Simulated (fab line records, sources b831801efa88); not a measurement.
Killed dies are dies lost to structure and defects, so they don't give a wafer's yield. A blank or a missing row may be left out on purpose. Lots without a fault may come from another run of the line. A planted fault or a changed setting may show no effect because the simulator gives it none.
One fault seen from 2 desks | flow gf180mcu | each desk has only its own numbers; what lay behind them comes last

THE TOOL OWNER'S DESK: rie_diel-04
The tool's own readings at GF_SAB_ETCH_11 (etches SiO2 in C4F8/O2/Ar, target depth 55 nm, time 8.5 s): means of the sampled wafers that have a number, for each lot that ran on this tool. A lot is out of limits, marked OUT, if its mean lies more than 4 standard deviations from the usual mean; the brackets give that distance.
Columns: A = oes_product_au at GF_SAB_ETCH_11, usual 1.001 a.u.
lot  | first seen here | A
L290 | day 14 22:16    | 1.002
L296 | day 17 08:30    | 1.006
L297 | day 17 12:49    | 1.012
L299 | day 18 03:29    | 1.005
This desk's finding: nothing out of limits on any of the 4 lots.

THE METROLOGY DESK
What the gauges read, lot by lot, whatever tool the lot ran on: means of the sampled wafers that have a number. A lot is out of limits, marked OUT, if its mean lies more than 4 standard deviations from the usual mean; the brackets give that distance.
Columns: A = PSD_RS at GF_PSD_RS_MEAS_15, usual 108.67 ohm/sq; B = SAB_CVD_00_THK at GF_SAB_THK_MEAS_01, usual 49.7 nm; C = cd_nm at GF_SAB_CD_MEAS_09, usual 420.0 nm; D = SAB_OVL at GF_SAB_OVL_MEAS_10, usual 0.5 nm
lot  | first seen here | A      | B    | C     | D
L290 | day 14 01:05    | 108.78 | 49.5 | 420.4 | 0.7
L296 | day 16 10:14    | 108.74 | 49.9 | 420.0 | -1.7
L297 | day 16 14:44    | 109.03 | 49.5 | 418.4 | -1.1
L299 | day 17 04:37    | 108.85 | 49.3 | 419.3 | 1.5
L302 | day 18 08:51    | 108.56 | 50.2 | 421.6 | -0.4
L304 | day 19 08:30    | 108.69 | 49.8 | 419.6 | -0.5
L307 | day 20 23:05    | 108.59 | 49.6 | 422.1 | -0.6
This desk's finding: nothing out of limits on any of the 7 lots.

PUT TOGETHER
The tool owner's desk saw nothing out of limits.
The metrology desk saw nothing out of limits.

WHAT THE SIMULATOR HAD PUT IN
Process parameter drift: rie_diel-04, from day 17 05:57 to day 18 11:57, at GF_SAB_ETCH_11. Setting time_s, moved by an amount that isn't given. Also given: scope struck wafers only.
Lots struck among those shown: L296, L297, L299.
